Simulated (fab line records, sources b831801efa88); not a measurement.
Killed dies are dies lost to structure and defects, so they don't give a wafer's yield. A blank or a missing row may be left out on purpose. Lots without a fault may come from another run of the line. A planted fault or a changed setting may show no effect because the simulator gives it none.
fab line records | flow sfq_line
record lots=5 wafers=23
route steps=325 shown I6@277 M7@289 I7@301 M8@320
start_h: hours from the record's first day to the start of the lot's first wafer shown | wait_h: hours since the lot's step before | " the same as in the row above | L1.1+2: a row that stands for several wafers | - no value, or no start given | * or withheld: withheld | < > ~ a bound
route shown NAME@n: a module of which the file shows steps, and the number in the route of the first | usual: mean/standard deviation of fault-free wafers | same: alike in all rows | chamber/n: place in a boat | sites: the reading at each site | _std_site: their standard deviation | _edge_site: outer sites' mean less inner sites' | radius_mm: how far each site lies from the wafer's centre | mask NAME#n: copy n | behind: the tool/chamber that last shaped the wafer | hold: why the lot was held/for how many hours/how that ended | device: the transistor (n, p or np) that didn't switch | end of line: the same wafers' tests at the end of the route | a step without rows: its recipe alone | killed: dies lost to structure and defects at the first sort, not the wafer's yield | map: a wafer's dies, x killed, . not, _ none there
set.NAME: the setting as run; set.NAME@STEP: as run at that earlier step | model.NAME: the simulator's own value behind a step, which no gauge read
lots whose settings were changed on purpose; a table a step, a row a wafer
## steps
# step SFQ_TRILAYER_I6_VIA_BARC_OPEN_VIA_ETCH_235
# recipe mask_material=PR chemistry=O2 target_depth_nm=125 target=BARC source_w=500 bias_w=80 pressure_mtorr=30 time_s=41.7
# columns lot.wafer tool chamber start_h wait_h set.time_s model.KrF_of_TRILAYER_I6_VIA_LITHO_COAT_169.thk_nm
L074.1 rie_diel-04 0 1716.45 0.0 44.41 574.1
L074.2 " 3 " " 44.41 573.1
L074.4 " 2 " " 41.7 573.8
L074.5 " 1 " " 44.41 573.9
L074.6 " 0 " " 41.7 578.9
L075.1 rie_diel-04 2 1720.05 0.0 41.7 571.1
L075.3 " 3 " " 41.7 572.7
L075.5 " 0 " " 41.7 572.6
L077.2 rie_diel-01 3 1728.45 0.0 41.7 571.2
L077.3 " 1 " " 35.98 579.8
L077.4 " 3 " " 35.98 579.9
L077.5 " 1 " " 35.98 582.2
L077.6 " 2 " " 41.7 576.2
L078.2 rie_diel-04 1 1730.85 0.0 45.15 570.3
L078.3 " 2 " " 45.15 568
L078.4 " 0 " " 45.15 569.3
L078.5 " 3 " " 41.7 574.1
L078.6 " 2 " " 41.7 571.8
L082.1 rie_diel-02 0 1738.05 0.0 46.12 569.3
L082.2+3 " 1,2 " " 41.7 572.9
L082.4 " 3 " " 46.12 568.4
L082.6 " 0 " " 46.12 567.6
# step SFQ_TRILAYER_I6_VIA_ETCH_VIA_ETCH_172
# recipe target=SiO2 stop_on=Nb mask_material=PR taper_deg=20 chemistry=CHF3 target_depth_nm=260 source_w=500 bias_w=80 pressure_mtorr=30 time_s=withheld
# usual oes_product_au=0.856/0.0048
# columns lot.wafer tool chamber start_h wait_h set.leave_above_ref_nm@TRILAYER_I6_CMP_CMP_166 oes_product_au model.I6.feature_depth_nm
L074.1 rie_diel-04 0 1716.49 0.0 200 0.865 201.8
L074.2 " 3 " " 214.1 0.895 216
L074.4 " 2 " " 200 0.863 200.7
L074.5 " 1 " " 214.1 0.895 214.5
L074.6 " 0 " " 214.1 0.883 214.8
L075.1 rie_diel-04 2 1720.09 0.0 200 0.848 200.4
L075.3 " 3 " " 200 0.861 200.5
L075.5 " 0 " " 200 0.861 200.2
L077.2 rie_diel-01 3 1728.49 0.0 200 0.852 200
L077.3 " 1 " " 200 0.849 200.2
L077.4 " 3 " " 200 0.849 199.5
L077.5 " 1 " " 200 0.855 199.9
L077.6 " 2 " " 200 0.849 199.2
L078.2 rie_diel-04 1 1730.89 0.0 200 0.854 199.8
L078.3 " 2 " " 200 0.856 200.7
L078.4 " 0 " " 200 0.851 200
L078.5 " 3 " " 200 0.856 200.9
L078.6 " 2 " " 200 0.861 200.3
L082.1 rie_diel-02 0 1738.09 0.0 200 0.862 199.6
L082.2 " 1 " " 200 0.851 199.5
L082.3 " 2 " " 187 0.828 187.9
L082.4 " 3 " " 187 0.822 186.4
L082.6 " 0 " " 200 0.857 199.8
# step SFQ_TRILAYER_M7_LITHO_PEB_180
# recipe peb_temp_c=115 peb_time_s=60 resist=KrF
# columns lot.wafer tool chamber start_h wait_h set.peb_temp_c
L074.1+4+6 litho_track-01 0 1725.89 1.0 115
L074.2+5 " 0 " " 111.3
L075.1+3+5 litho_track-03 0 1730.69 1.0 115
L077.2+3+4+5+6 litho_track-01 0 1735.52 0.8 115
L078.2+3+5 litho_track-01 0 1739.12 0.8 112.8
L078.4+6 " 0 " " 115
L082.1+3 litho_track-03 0 1845.92 1.0 115
L082.2+4+6 " 0 " " 118.2
# step SFQ_TRILAYER_M7_LITHO_DEVELOP_179
# recipe time_s=60 resist=KrF
# step SFQ_TRILAYER_M7_BARC_OPEN_METAL_ETCH_229
# recipe mask_material=PR chemistry=O2 target_depth_nm=125 target=BARC icp_w=600 bias_w=80 pressure_mtorr=10 time_s=41.7
# columns lot.wafer tool chamber start_h wait_h set.peb_temp_c@TRILAYER_M7_LITHO_PEB_180 model.M7.cd_nm
L074.1 rie_metal-04 0 1726.23 0.0 115 497.2
L074.2 " 1 " " 111.3 577.3
L074.4 " 0 " " 115 499.8
L074.5 " 0 " " 111.3 577.2
L074.6 " 1 " " 115 499.6
L075.1 rie_metal-04 0 1731.03 0.0 115 497.2
L075.3 " 1 " " 115 495.9
L075.5 " 0 " " 115 497.3
L077.2+4 rie_metal-01 0 1735.83 0.0 115 498.5
L077.3 " 1 " " 115 499.7
L077.5 " 0 " " 115 499.2
L077.6 " 1 " " 115 500
L078.2 rie_metal-03 0 1739.43 0.0 112.8 544
L078.3 " 0 " " 112.8 544.1
L078.4 " 1 " " 115 502.5
L078.5 " 0 " " 112.8 544.4
L078.6 " 1 " " 115 501.8
L082.1 rie_metal-04 1 1846.26 0.0 115 500.2
L082.2+4+6 " 0,1,1 " " 118.2 447.9
L082.3 " 0 " " 115 498.8
# step SFQ_TRILAYER_I7_VIA_LITHO_COAT_187
# recipe resist=KrF spin_rpm=3000 resist_thk_nm=650
# columns lot.wafer tool chamber start_h wait_h set.resist_thk_nm model.KrF_of_TRILAYER_I7_VIA_LITHO_COAT_187.thk_nm
L074.1 litho_track-02 0 1732.57 0.2 650 647.6
L074.2 " 0 " " 675.4 673.3
L074.4 " 0 " " 650 646.5
L074.5 " 0 " " 650 647.4
L074.6 " 0 " " 675.4 673.4
L075.1 litho_track-03 0 1736.69 0.2 650 648.3
L075.3 " 0 " " 650 649
L075.5 " 0 " " 650 648.8
L077.2 litho_track-04 0 1742.14 0.2 650 654.7
L077.3 " 0 " " 631.6 635.2
L077.4 " 0 " " 631.6 634.3
L077.5 " 0 " " 650 651.8
L077.6 " 0 " " 650 650.8
L078.2 litho_track-02 0 1745.72 0.2 650 653.1
L078.3+4 " 0 " " 650 650.6
L078.5 " 0 " " 650 651.9
L078.6 " 0 " " 650 653
L082.1 litho_track-04 0 1852.16 0.2 616 615.2
L082.2 " 0 " " 650 647.6
L082.3 " 0 " " 650 649.8
L082.4 " 0 " " 650 652.2
L082.6 " 0 " " 616 614.4
# step SFQ_TRILAYER_I7_VIA_BARC_OPEN_VIA_ETCH_260
# recipe mask_material=PR chemistry=O2 target_depth_nm=125 target=BARC source_w=500 bias_w=80 pressure_mtorr=30 time_s=41.7
# usual oes_product_au=0.685/0.0045
# columns lot.wafer tool chamber start_h wait_h set.time_s set.resist_thk_nm@TRILAYER_I7_VIA_LITHO_COAT_187 oes_product_au model.KrF_of_TRILAYER_I7_VIA_LITHO_COAT_187.thk_nm
L074.1 rie_diel-01 1 1740.63 0.0 41.7 650 0.688 571.3
L074.2 " 3 " " 41.7 675.4 0.691 595.7
L074.4 " 1 " " 41.7 650 0.676 569.7
L074.5 " 3 " " 41.7 650 0.692 570.2
L074.6 " 2 " " 41.7 675.4 0.672 596
L075.1 rie_diel-03 0 1840.26 0.0 41.7 650 0.686 570.8
L075.3 " 3 " " 41.7 650 0.685 572.2
L075.5 " 3 " " 41.7 650 0.684 571.8
L077.2 rie_diel-03 1 1848.66 0.0 41.7 650 0.695 578.4
L077.3 " 3 " " 41.7 631.6 0.690 559.1
L077.4 " 0 " " 41.7 631.6 0.693 557.3
L077.5 " 1 " " 37.68 650 0.718 580.7
L077.6 " 3 " " 37.68 650 0.719 579.6
L078.2 rie_diel-02 0 1854.66 0.0 41.7 650 0.681 576.5
L078.3 " 3 " " 37.25 650 0.713 579.5
L078.4 " 2 " " 37.25 650 0.718 578.5
L078.5 " 2 " " 41.7 650 0.687 574.6
L078.6 " 3 " " 37.25 650 0.719 581.9
L082.1 rie_diel-01 1 1944.00 0.0 41.7 616 0.682 538
L082.2 " 3 " " 41.7 650 0.689 569.3
L082.3 " 2 " " 41.7 650 0.684 572.7
L082.4 " 0 " " 41.7 650 0.688 575.9
L082.6 " 2 " " 41.7 616 0.684 537.6
# step SFQ_TRILAYER_I7_VIA_ETCH_VIA_ETCH_190
# recipe target=SiO2 stop_on=Nb mask_material=PR taper_deg=20 chemistry=CHF3 target_depth_nm=260 source_w=500 bias_w=80 pressure_mtorr=30 time_s=withheld
# columns lot.wafer tool chamber start_h wait_h set.resist_thk_nm@TRILAYER_I7_VIA_LITHO_COAT_187 model.KrF_of_TRILAYER_I7_VIA_LITHO_COAT_187.thk_nm
L074.1 rie_diel-01 1 1740.67 0.0 650 526.4
L074.2 " 3 " " 675.4 550.4
L074.4 " 1 " " 650 525.2
L074.5 " 3 " " 650 524.5
L074.6 " 2 " " 675.4 550.5
L075.1 rie_diel-03 0 1840.32 0.0 650 526
L075.3 " 3 " " 650 528.2
L075.5 " 3 " " 650 527.5
L077.2 rie_diel-03 1 1848.70 0.0 650 534
L077.3 " 3 " " 631.6 514.7
L077.4 " 0 " " 631.6 512.4
L077.5 " 1 " " 650 536.3
L077.6 " 3 " " 650 535.2
L078.2 rie_diel-02 0 1854.70 0.0 650 532.4
L078.3 " 3 " " 650 535.4
L078.4 " 2 " " 650 533.5
L078.5 " 2 " " 650 529.7
L078.6 " 3 " " 650 537.7
L082.1 rie_diel-01 1 1944.04 0.0 616 492.9
L082.2 " 3 " " 650 523.9
L082.3 " 2 " " 650 528.1
L082.4 " 0 " " 650 532.4
L082.6 " 2 " " 616 493.7
# step SFQ_TRILAYER_M8_DEP_EVAP_198
# recipe material=Pt angular_spread_deg=1 target_thk_nm=50 time_s=250 power_w=2000
# columns lot.wafer tool chamber start_h wait_h set.time_s model.Pt_of_TRILAYER_M8_DEP_EVAP_198.thk_nm
L074.1 pvd_sputter-01 - 1835.65 0.0 237.2 48.41
L074.2 " - " " 237.2 48.69
L074.4 " - " " 237.2 47.75
L074.5 " - " " 250 50.22
L074.6 " - " " 250 51.56
L075.1 pvd_sputter-02 - 1844.18 0.0 250 50.17
L075.3 " - " " 250 50.32
L075.5 " - " " 250 50.21
L077.2 pvd_sputter-02 - 1854.48 0.0 250 49.77
L077.3 " - " " 250 50.74
L077.4 " - " " 250 49.95
L077.5 " - " " 250 50.67
L077.6 " - " " 250 50.54
L078.2 pvd_sputter-01 - 1858.54 0.0 250 49.05
L078.3 " - " " 250 48.99
L078.4 " - " " 274.9 53.77
L078.5 " - " " 274.9 54.1
L078.6 " - " " 274.9 54.75
L082.1 pvd_sputter-01 - 1948.42 0.0 215.5 43.98
L082.2 " - " " 215.5 42.4
L082.3 " - " " 250 50.12
L082.4 " - " " 215.5 43.12
L082.6 " - " " 250 49.67
## key
split step=SFQ_TRILAYER_I6_VIA_BARC_OPEN_VIA_ETCH_235 setting=time_s stated=41.7 by=wafer
response step=SFQ_TRILAYER_I6_VIA_BARC_OPEN_VIA_ETCH_235 reading=model.KrF_of_TRILAYER_I6_VIA_LITHO_COAT_169.thk_nm change=-0.463 per=1% r=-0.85
split step=SFQ_TRILAYER_M7_LITHO_PEB_180 setting=peb_temp_c stated=115 by=wafer
response step=SFQ_TRILAYER_M7_BARC_OPEN_METAL_ETCH_229 reading=model.M7.cd_nm change=-21.9 per=1% r=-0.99
split step=SFQ_TRILAYER_I7_VIA_LITHO_COAT_187 setting=resist_thk_nm stated=650 by=wafer
response step=SFQ_TRILAYER_I7_VIA_LITHO_COAT_187 reading=model.KrF_of_TRILAYER_I7_VIA_LITHO_COAT_187.thk_nm change=+6.63 per=1% r=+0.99
response step=SFQ_TRILAYER_I7_VIA_BARC_OPEN_VIA_ETCH_260 reading=model.KrF_of_TRILAYER_I7_VIA_LITHO_COAT_187.thk_nm change=+6.76 per=1% r=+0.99
response step=SFQ_TRILAYER_I7_VIA_ETCH_VIA_ETCH_190 reading=model.KrF_of_TRILAYER_I7_VIA_LITHO_COAT_187.thk_nm change=+6.74 per=1% r=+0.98
split step=SFQ_TRILAYER_I7_VIA_BARC_OPEN_VIA_ETCH_260 setting=time_s stated=41.7 by=wafer
response step=SFQ_TRILAYER_I7_VIA_BARC_OPEN_VIA_ETCH_260 reading=oes_product_au change=-0.00291 per=1% r=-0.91
split step=SFQ_TRILAYER_M8_DEP_EVAP_198 setting=time_s stated=250 by=wafer
response step=SFQ_TRILAYER_M8_DEP_EVAP_198 reading=model.Pt_of_TRILAYER_M8_DEP_EVAP_198.thk_nm change=+0.5 per=1% r=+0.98
split outside_this_file step=SFQ_TRILAYER_I6_CMP_CMP_166 setting=leave_above_ref_nm
# split outside_this_file: this setting was split too, and the file shows its column; the key of that split is in another file
